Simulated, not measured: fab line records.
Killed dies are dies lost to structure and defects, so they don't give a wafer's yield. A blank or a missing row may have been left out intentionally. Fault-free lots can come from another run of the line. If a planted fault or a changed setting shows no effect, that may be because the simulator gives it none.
One fault through the eyes of 2 desks ; flow gf180mcu ; what lay behind the numbers comes last; until then each desk has only its own

FOR THE TOOL OWNER'S DESK: lpcvd-02
The tool's own readings at GF_STI_CVD_03 (deposits Si3N4 from DCS/NH3, target thk 207.16 nm, time 3551 s): means of the sampled wafers that have a number, for each lot that ran on this tool. Marked OUT: a lot whose mean sits more than 4 standard deviations from the usual mean, which makes it out of limits; the brackets give that distance.
Columns: A = spike tc centre C at GF_STI_CVD_03, usual 770.3 C; B = spike tc upper C at GF_STI_CVD_03, usual 769.4 C; C = zone power lower pct at GF_STI_CVD_03, usual 12.7 %
lot;first seen here;A;B;C
L785;day 1 22:26;771.2;771.2;14.0
L786;day 2 02:34;770.7;768.6;12.1
L792;day 3 08:34;770.8;768.6;12.0
L793;day 3 13:44;770.7;771.3;14.1
L795;day 3 23:34;770.6;767.8;12.2
L798;day 4 14:43;770.5;768.1;12.1
This desk's verdict: no lot among the 6 shows anything out of limits.

AT THE METROLOGY DESK
Means of the sampled wafers that have a number, per lot and without regard to the tool the lot ran on: this is what the gauges read. Marked OUT: a lot whose mean sits more than 4 standard deviations from the usual mean, which makes it out of limits; the brackets give that distance.
Columns: A = MIM_ALCU_RS at GF_MIM_RS_MEAS_10, usual 0.1608 ohm/sq; B = TOP_METAL_ALCU_RS at GF_TOP_METAL_RS_MEAS_05, usual 0.0339 ohm/sq; C = TOP_METAL_ALCU_THK at GF_TOP_METAL_THK_MEAS_06, usual 872 nm
lot;first seen here;A;B;C
L783;day 24 12:08;0.1583;0.0343;866
L785;day 25 06:28;0.1615;0.0343;855
L786;day 25 15:27;0.1628;0.0341;858
L787;day 25 23:20;0.1600;0.0342;855
L788;day 26 09:32;0.1602;0.0339;861
L792;day 27 16:39;0.1582;0.0334;884
L793;day 28 03:34;0.1609;0.0344;859
L795;day 28 15:16;0.1614;0.0339;873
L796;day 28 18:50;0.1592;0.0334;879
L798;day 29 08:00;0.1621;0.0330;884
L800;day 29 23:41;0.1610;0.0340;875
L803;day 30 19:49;0.1619;0.0335;879
L805;day 31 06:44;0.1592;0.0343;865
L806;day 31 11:38;0.1606;0.0339;875
This desk's verdict: no lot among the 14 shows anything out of limits.

ALL TOGETHER
The desk of the tool owner found nothing out of limits.
The metrology desk saw nothing out of limits.

WHAT HAD BEEN PUT IN BY THE SIMULATOR
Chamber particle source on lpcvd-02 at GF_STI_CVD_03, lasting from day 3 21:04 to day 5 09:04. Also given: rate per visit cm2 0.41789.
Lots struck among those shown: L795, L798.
